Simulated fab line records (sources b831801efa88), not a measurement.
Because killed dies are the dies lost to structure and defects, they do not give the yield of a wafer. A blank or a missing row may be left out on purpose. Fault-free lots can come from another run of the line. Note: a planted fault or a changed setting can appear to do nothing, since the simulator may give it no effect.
Which tool is to blame?    flow sfq_line    Sampling: 15 lots, 45 wafers, 4 of 325 route steps

== WHAT THE GAUGES SHOWED, per wafer ==
Not one reading of a measure or inspect step in the record can be checked against a usual standard deviation.

== WHICH TOOL RAN EACH LOT (tool, then ch and the chambers of the sampled wafers, then the start) ==
lot   SFQ_TRILAYER_I1_DEP_PECVD_045    SFQ_TRILAYER_I1_METRO_MEASURE_047  SFQ_TRILAYER_I1_VIA_ETCH_VIA_ETCH_052  SFQ_TRILAYER_M2_LITHO_EXPOSE_058
L894  pecvd-03 ch 0,1, day 26 05:11    film_metro-02, day 26 14:10        rie_diel-04 ch 0,1,2, day 26 17:29     krf_scanner-02 ch 0, day 32 13:58
L896  pecvd-04 ch 0,1,2, day 26 20:47  film_metro-03, day 27 08:50        rie_diel-02 ch 2,3, day 27 12:26       krf_scanner-02 ch 0, day 33 02:58
L898  pecvd-01 ch 0,2, day 27 01:42    film_metro-03, day 27 11:50        rie_diel-03 ch 0,1,2, day 27 17:14     krf_scanner-02 ch 0, day 33 07:46
L899  pecvd-04 ch 0,2, day 27 05:18    film_metro-04, day 27 18:04        rie_diel-04 ch 0,2,3, day 27 21:52     krf_scanner-01 ch 0, day 33 15:17
L901  pecvd-01 ch 0,1, day 27 13:42    film_metro-04, day 28 00:14        rie_diel-02 ch 1,3, day 28 06:44       krf_scanner-01 ch 0, day 34 02:05
L902  pecvd-04 ch 0,1,2, day 27 17:18  film_metro-02, day 28 02:50        rie_diel-03 ch 1,2,3, day 28 09:08     krf_scanner-02 ch 0, day 34 06:36
L903  pecvd-03 ch 0,1,2, day 27 20:54  film_metro-04, day 28 06:02        rie_diel-04 ch 0,1, day 28 11:32       krf_scanner-02 ch 0, day 34 11:36
L904  pecvd-01 ch 0,1, day 28 06:30    film_metro-02, day 28 11:50        rie_diel-02 ch 0,2,3, day 29 17:01     krf_scanner-02 ch 0, day 36 01:48
L905  pecvd-04 ch 0,2, day 29 11:26    film_metro-02, day 29 14:50        rie_diel-04 ch 1,2, day 29 18:13       krf_scanner-02 ch 0, day 36 04:24
L906  pecvd-04 ch 0,1, day 29 18:53    film_metro-04, day 29 22:43        rie_diel-03 ch 2,3, day 30 01:50       krf_scanner-02 ch 0, day 36 10:36
L907  pecvd-01 ch 1,2, day 30 08:05    film_metro-03, day 30 11:17        rie_diel-03 ch 0,2,3, day 30 19:23     krf_scanner-01 ch 0, day 37 04:20
L914  pecvd-01 ch 0,1,2, day 32 17:28  film_metro-04, day 33 03:50        rie_diel-04 ch 0,1,2, day 33 07:10     krf_scanner-02, day 39 06:16
L915  pecvd-04 ch 1,2, day 32 23:28    film_metro-02, day 33 07:08        rie_diel-02 ch 0,1,2, day 33 10:27     krf_scanner-02, day 39 07:28
L916  pecvd-04 ch 0,1, day 33 20:58    film_metro-04, day 34 06:38        rie_diel-04 ch 0,2,3, day 34 15:41     krf_scanner-02, day 40 04:52
L917  pecvd-01 ch 1,2, day 34 12:17    film_metro-03, day 34 21:55        rie_diel-04 ch 0,1, day 35 02:02       krf_scanner-01 ch 0, day 40 16:35
- SFQ_TRILAYER_I1_DEP_PECVD_045: deposits SiO2 from SiH4/N2O, time 111.11 s, target thk 500 nm.
- SFQ_TRILAYER_I1_METRO_MEASURE_047
- SFQ_TRILAYER_I1_VIA_ETCH_VIA_ETCH_052: etches SiO2 in CHF3, stops on Nb, target depth 260 nm.
- SFQ_TRILAYER_M2_LITHO_EXPOSE_058: exposes mask M2, target cd 500 nm.

== AS READ BY THE TOOLS THEMSELVES (means over the sampled wafers that have a number; for cases with no such wafer, the mark the record gives instead) ==
SFQ_TRILAYER_I1_DEP_PECVD_045. Usual: chamber_pressure_Torr 2.400 Torr, standard deviation 0.0052; heater_power_outer_w 30 W, standard deviation 6.3; heater_power_w 82 W, standard deviation 9.8; throttle_valve_pct 24.3 %, standard deviation 1.2.
lot   tool      chamber_pressure_Torr (Torr)  heater_power_outer_w (W)  heater_power_w (W)  throttle_valve_pct (%)  flag
L894  pecvd-03  2.399                         32                        88                  24.5                    
L896  pecvd-04  2.402                         26                        76                  23.0                    
L898  pecvd-01  2.402                         30                        85                  26.2                    
L899  pecvd-04  2.400                         21                        68                  23.3                    
L901  pecvd-01  2.400                         35                        93                  26.0                    
L902  pecvd-04  2.398                         28                        79                  23.2                    
L903  pecvd-03  2.399                         32                        86                  24.4                    
L904  pecvd-01  2.399                         39                        97                  26.1                    
L905  pecvd-04  2.399                         24                        73                  23.6                    
L906  pecvd-04  2.401                         29                        72                  23.5                    
L907  pecvd-01  2.396                         33                        89                  25.8                    
L914  pecvd-01  -                             -                         -                   -                       OFF
L915  pecvd-04  -                             -                         -                   -                       OFF
L916  pecvd-04  -                             -                         -                   -                       OFF
L917  pecvd-01  2.391                         31                        85                  25.7                    

SFQ_TRILAYER_I1_VIA_ETCH_VIA_ETCH_052. Usual: drypump_motor_current_A 5.7 A, standard deviation 0.6; oes_product_au 0.855 a.u., standard deviation 0.0048.
lot   tool         drypump_motor_current_A (A)  oes_product_au (a.u.)  flag
L894  rie_diel-04  5.6                          0.857                  
L896  rie_diel-02  5.2                          0.855                  
L898  rie_diel-03  5.5                          0.851                  
L899  rie_diel-04  6.1                          0.853                  
L901  rie_diel-02  6.2                          0.857                  
L902  rie_diel-03  5.5                          0.861                  
L903  rie_diel-04  5.4                          0.855                  
L904  rie_diel-02  5.6                          0.856                  
L905  rie_diel-04  5.9                          0.856                  
L906  rie_diel-03  5.7                          0.856                  
L907  rie_diel-03  5.8                          0.856                  
L914  rie_diel-04  5.6                          0.379                  OFF
L915  rie_diel-02  5.6                          0.374                  OFF
L916  rie_diel-04  6.1                          0.377                  OFF
L917  rie_diel-04  5.0                          0.856                  

SFQ_TRILAYER_M2_LITHO_EXPOSE_058. Usual: exposure_dose_mJ_cm2 14.401, standard deviation 0.012; focus_offset_nm 0.0 nm, standard deviation 0.54; stage_vel_mm_s 500.05 mm/s, standard deviation 0.26.
lot   tool            exposure_dose_mJ_cm2  focus_offset_nm (nm)  stage_vel_mm_s (mm/s)  flag
L894  krf_scanner-02  14.390                -0.6                  499.59                 
L896  krf_scanner-02  14.410                -0.3                  500.17                 
L898  krf_scanner-02  14.394                0.3                   500.16                 
L899  krf_scanner-01  14.392                0.3                   500.33                 
L901  krf_scanner-01  14.400                0.1                   500.17                 
L902  krf_scanner-02  14.397                0.2                   499.66                 
L903  krf_scanner-02  14.396                -0.8                  499.75                 
L904  krf_scanner-02  14.402                -0.3                  500.13                 
L905  krf_scanner-02  14.389                0.6                   499.98                 
L906  krf_scanner-02  14.391                0.0                   500.08                 
L907  krf_scanner-01  14.424                -0.4                  499.87                 
L914  krf_scanner-02  -                     -                     -                      OFF
L915  krf_scanner-02  -                     -                     -                      OFF
L916  krf_scanner-02  -                     -                     -                      OFF
L917  krf_scanner-01  14.398                0.0                   499.85                 

== THE ANSWER, worked out from the rows above alone ==
Rule: a lot is off if the mean of its wafers that have a number lies more than 3 standard deviations from the usual mean. A lot without any number at a reading at which 4 lots or more have one is off too. The other lots that the step has rows for count as sound. Order of review: gauges by route order, followed by the tools' own readings, for which a lot's mean as printed above is used. The first step at which some lot is off is used, and at that step the reading that is off furthest; a lot without a number counts as furthest.
Off: L914, L915, L916 (SFQ_TRILAYER_I1_DEP_PECVD_045, chamber_pressure_Torr). Without a number there: L914, L915, L916.
If a tool, at that step or one of the process steps before it, ran each lot that is off and ran no sound lot following the first of them, it fits. No candidate that was tried fits.

== WHAT THE SIMULATOR HAD PUT IN ==
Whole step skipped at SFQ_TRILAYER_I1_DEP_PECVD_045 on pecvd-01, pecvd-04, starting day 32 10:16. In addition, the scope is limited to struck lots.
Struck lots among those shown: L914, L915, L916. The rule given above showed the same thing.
